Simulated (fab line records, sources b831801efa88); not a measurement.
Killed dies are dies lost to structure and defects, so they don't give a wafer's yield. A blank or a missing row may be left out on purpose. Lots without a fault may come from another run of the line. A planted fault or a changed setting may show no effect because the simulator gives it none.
Which tool did it? | flow sky130 | 13 lots, 39 wafers sampled, at 3 steps of a route of 708

WHAT THE GAUGES READ, wafer by wafer
SKY_CONTACT_OVL_MEAS_15. Usual: CONTACT_OVL 0 nm, standard deviation 4.5.
lot  | measured     | on         | CONTACT_OVL (nm) | flag
L447 | day 31 13:09 | overlay-01 | 11 1 8           |
L448 | day 32 04:03 | overlay-01 | 0 9 2            |
L451 | day 32 18:51 | overlay-01 | 3 0 9            |
L452 | day 33 15:16 | overlay-01 | -6 -3 -1         |
L454 | day 33 20:44 | overlay-02 | -11 -1 -5        |
L457 | day 34 22:19 | overlay-02 | 2 -5             |
L464 | day 38 09:16 | overlay-02 | 0 -3 -1          |
L466 | day 38 09:35 | overlay-02 | -2 -2 -1         |
L465 | day 38 09:23 | overlay-01 | 2 12 0           |
L468 | day 38 10:46 | overlay-02 | 1 -4 -3          |
L467 | day 38 13:08 | overlay-01 | 0 -1 -5          |
L469 | day 39 08:17 | overlay-02 | -5 3 0           |
L470 | day 39 12:55 | overlay-02 | 5 2 1            |

WHICH TOOL RAN EACH LOT (tool, then ch and the chambers of the sampled wafers, then the start)
lot  | SKY_POLY_GATE_ETCH_17            | SKY_POLY_GATE_STRIP_18
L447 | rie_si-02 ch 0,1, day 16 09:33   | plasma_asher-02 ch 0,1, day 16 09:37
L448 | rie_si-02 ch 0,2,3, day 16 19:49 | plasma_asher-02 ch 0,1, day 16 19:53
L451 | rie_si-02 ch 1,2,3, day 17 21:37 | plasma_asher-04 ch 0,1, day 17 21:41
L452 | rie_si-01 ch 1,2, day 18 11:45   | plasma_asher-01 ch 0,1, day 18 11:50
L454 | rie_si-02 ch 1,2,3, day 19 01:49 | plasma_asher-01 ch 0,1, day 19 01:53
L457 | rie_si-02 ch 0,1,2, day 20 04:29 | plasma_asher-04 ch 0,1, day 20 04:32
L464 | rie_si-01 ch 0,1,2, day 23 22:12 | plasma_asher-01 ch 0,1, day 23 22:16
L466 | rie_si-02 ch 1,2, day 24 02:26   | plasma_asher-01 ch 0,1, day 24 02:30
L465 | rie_si-01 ch 0,2,3, day 24 02:27 | plasma_asher-02 ch 0, day 24 02:31
L468 | rie_si-02 ch 1,3, day 24 02:44   | plasma_asher-01 ch 0,1, day 24 02:50
L467 | rie_si-01 ch 1,3, day 24 07:06   | plasma_asher-04 ch 1, day 24 07:10
L469 | rie_si-02 ch 1,2,3, day 25 03:57 | plasma_asher-02 ch 0,1, day 25 04:01
L470 | rie_si-02 ch 0,3, day 25 08:58   | plasma_asher-02 ch 0,1, day 25 09:04
- SKY_POLY_GATE_ETCH_17: etches poly-Si in HBr/Cl2, stops on SiO2, target depth 180 nm, time 70.5 s.
- SKY_POLY_GATE_STRIP_18: strips in O2/N2.

WHAT THE TOOLS THEMSELVES READ (means of the sampled wafers that have a number; where no wafer has one, the mark that the record gives instead)
SKY_POLY_GATE_ETCH_17. Usual: chamber_pressure_mTorr 9.999 mTorr, standard deviation 0.0095; drypump_motor_current_A 5.7 A, standard deviation 0.59; oes_product_au 0.984 a.u., standard deviation 0.0068; rf_fwd_power_W 397.3 W, standard deviation 1.3; throttle_valve_pct 33.684 %, standard deviation 0.01.
lot  | tool      | chamber_pressure_mTorr (mTorr) | drypump_motor_current_A (A) | oes_product_au (a.u.) | rf_fwd_power_W (W) | throttle_valve_pct (%) | flag
L447 | rie_si-02 | 10.003                         | 4.9                         | 0.978                 | 396.9              | 33.692                 |
L448 | rie_si-02 | 9.992                          | 5.5                         | 0.980                 | 397.3              | 33.686                 |
L451 | rie_si-02 | 10.000                         | 5.5                         | 0.977                 | 396.6              | 33.685                 |
L452 | rie_si-01 | 9.993                          | 5.8                         | 0.977                 | 397.6              | 33.683                 |
L454 | rie_si-02 | 10.010                         | 5.5                         | 0.986                 | 397.4              | 33.687                 |
L457 | rie_si-02 | 10.002                         | 5.1                         | 0.954                 | 397.0              | 33.678                 | OFF
L464 | rie_si-01 | 9.998                          | 5.8                         | 0.985                 | 398.3              | 33.678                 |
L466 | rie_si-02 | 10.010                         | 5.0                         | 0.980                 | 397.0              | 33.681                 |
L465 | rie_si-01 | 9.994                          | 6.2                         | 0.990                 | 396.9              | 33.691                 |
L468 | rie_si-02 | 9.999                          | 5.4                         | 0.991                 | 397.6              | 33.683                 |
L467 | rie_si-01 | 9.996                          | 5.6                         | 0.981                 | 398.9              | 33.681                 |
L469 | rie_si-02 | 9.997                          | 5.5                         | 0.983                 | 397.2              | 33.679                 |
L470 | rie_si-02 | 10.003                         | 5.4                         | 0.991                 | 397.2              | 33.684                 |

SKY_POLY_GATE_STRIP_18. Usual: chamber_pressure_mTorr 1499.9 mTorr, standard deviation 1.4; drypump_motor_current_A 5.8 A, standard deviation 0.4; oes_product_au 0.362 a.u., standard deviation 0.0044; strip_time_to_endpoint_s 3.185 s, standard deviation 0.027.
lot  | tool            | chamber_pressure_mTorr (mTorr) | drypump_motor_current_A (A) | oes_product_au (a.u.) | strip_time_to_endpoint_s (s) | flag
L447 | plasma_asher-02 | 1499.5                         | 5.4                         | 0.358                 | 3.172                        |
L448 | plasma_asher-02 | 1499.9                         | 5.5                         | 0.363                 | 3.167                        |
L451 | plasma_asher-04 | 1499.7                         | 5.8                         | 0.360                 | 3.149                        |
L452 | plasma_asher-01 | 1500.8                         | 6.1                         | 0.360                 | 3.217                        |
L454 | plasma_asher-01 | 1499.1                         | 6.0                         | 0.364                 | 3.169                        |
L457 | plasma_asher-04 | 1500.3                         | 6.0                         | 0.366                 | 3.251                        |
L464 | plasma_asher-01 | 1500.8                         | 6.1                         | 0.365                 | 3.222                        |
L466 | plasma_asher-01 | 1499.1                         | 6.0                         | 0.364                 | 3.183                        |
L465 | plasma_asher-02 | 1499.5                         | 5.3                         | 0.361                 | 3.179                        |
L468 | plasma_asher-01 | 1499.8                         | 6.1                         | 0.361                 | 3.183                        |
L467 | plasma_asher-04 | 1501.6                         | 6.1                         | 0.358                 | 3.167                        |
L469 | plasma_asher-02 | 1498.2                         | 5.4                         | 0.362                 | 3.191                        |
L470 | plasma_asher-02 | 1500.5                         | 5.4                         | 0.362                 | 3.155                        |

THE ANSWER, worked out from the rows above alone
Rule: a lot is off if the mean of its wafers that have a number lies more than 3 standard deviations from the usual mean. A lot without any number at a reading at which 4 lots or more have one is off too. The other lots that the step has rows for count as sound. The gauges are gone through in route order, then the tools' own readings, and for those a lot's mean is taken as printed above. The first step at which some lot is off is used, and at that step the reading that is off furthest; a lot without a number counts as furthest.
Off: L457, at SKY_POLY_GATE_ETCH_17 (oes_product_au).
A tool fits if, at that step or a process step before it, it ran every lot that is off, and no sound lot after the first of them. None of those tried fits.

WHAT THE SIMULATOR HAD PUT IN
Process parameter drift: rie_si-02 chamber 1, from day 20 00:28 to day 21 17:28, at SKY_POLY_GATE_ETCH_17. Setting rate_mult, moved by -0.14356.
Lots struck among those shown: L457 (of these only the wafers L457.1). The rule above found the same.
